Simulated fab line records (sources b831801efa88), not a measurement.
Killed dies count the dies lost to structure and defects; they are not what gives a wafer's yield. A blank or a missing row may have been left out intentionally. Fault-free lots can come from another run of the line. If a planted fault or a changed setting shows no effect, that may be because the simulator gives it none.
One fault through the eyes of 2 desks + flow sky130 + only its own numbers are on each desk; what lay behind them is given at the end

## AT THE METROLOGY DESK
What the gauges read for every lot (on any tool): the sampled wafers with a number, averaged. The brackets show how far a lot's mean lies from the usual mean; more than 4 standard deviations puts the lot out of limits, marked OUT.
Columns: A = cd nm at SKY_POLY_GATE_CD_MEAS_22, usual 150.1 nm; B = LDD_HVP_TW at SKY_LDD_HVP_TW_MEAS_10, usual 460; C = SPACER_CVD_00_THK at SKY_SPACER_THK_MEAS_01, usual 42.9 nm; D = SD_P_TW at SKY_SD_P_TW_MEAS_11, usual 2802
| lot  | first seen here | A     | B   | C              | D    |
|------|-----------------|-------|-----|----------------|------|
| L602 | day 16 14:53    | 148.5 | 452 | 42.3           | 2824 |
| L603 | day 16 21:34    | 152.7 | 453 | 42.4           | 2823 |
| L604 | day 17 06:22    | 146.8 | 453 | 42.6           | 2783 |
| L605 | day 17 12:48    | 150.0 | 465 | 42.5           | 2770 |
| L606 | day 18 00:10    | 152.1 | 455 | 43.4           | 2794 |
| L611 | day 20 05:01    | 149.3 | 468 | 43.7           | 2812 |
| L614 | day 20 21:41    | 152.8 | 452 | 43.0           | 2793 |
| L615 | day 21 03:15    | 148.7 | 455 | 43.4           | 2807 |
| L617 | day 22 11:04    | 148.3 | 451 | 36.3 (-15) OUT | 2796 |
| L618 | day 22 11:33    | 149.0 | 470 | 35.7 (-17) OUT | 2806 |
| L619 | day 22 23:19    | 148.1 | 470 | 36.6 (-15) OUT | 2779 |
| L620 | day 23 07:07    | 154.1 | 451 | 36.3 (-15) OUT | 2828 |
This desk's finding: out of limits on L617, L618, L619, L620; first on L617, day 28 18:05 (SPACER_CVD_00_THK at SKY_SPACER_THK_MEAS_01). L602, L603, L604, L605, L606, L611, L614, L615 stayed within limits.

## DESK OF THE TOOL OWNER: lpcvd-02
The tool's own readings at SKY_SPACER_CVD_00 (deposits Si3N4 from DCS/NH3, target thk 43.1 nm, time 740 s): means of the sampled wafers that have a number, for each lot that ran on this tool. The brackets show how far a lot's mean lies from the usual mean; more than 4 standard deviations puts the lot out of limits, marked OUT.
Columns: A = spike tc bottom C at SKY_SPACER_CVD_00, usual 790.5 C
| lot  | first seen here | A     |
|------|-----------------|-------|
| L602 | day 23 03:01    | 791.3 |
| L603 | day 23 08:19    | 788.4 |
| L604 | day 23 16:28    | 792.5 |
| L605 | day 24 01:23    | 787.9 |
| L606 | day 24 14:10    | 787.9 |
| L611 | day 26 15:23    | 788.1 |
| L614 | day 27 05:18    | 793.2 |
| L615 | day 27 10:32    | 792.4 |
| L617 | day 28 16:52    | 788.6 |
| L618 | day 28 18:04    | 788.5 |
| L619 | day 29 02:05    | 792.3 |
| L620 | day 29 12:35    | 791.9 |
Result from this desk: across the 12 lots, nothing is out of limits.

## TAKEN TOGETHER
L617, L618, L619, L620 would have let the metrology desk raise an alarm at day 28 18:05.
The tool owner's desk saw nothing out of limits.
The tool owner's desk has L617, L618, L619, L620 on record, within its limits.
On lpcvd-02, each named lot ran SKY_SPACER_CVD_00.

## WHAT THE SIMULATOR HAD INSERTED
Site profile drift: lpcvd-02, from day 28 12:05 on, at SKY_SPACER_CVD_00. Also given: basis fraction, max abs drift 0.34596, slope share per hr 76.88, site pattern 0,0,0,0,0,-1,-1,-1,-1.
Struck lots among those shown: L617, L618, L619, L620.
Time in hours between the start of the fault and the first out-of-limits reading at each desk: metrology desk, 6.
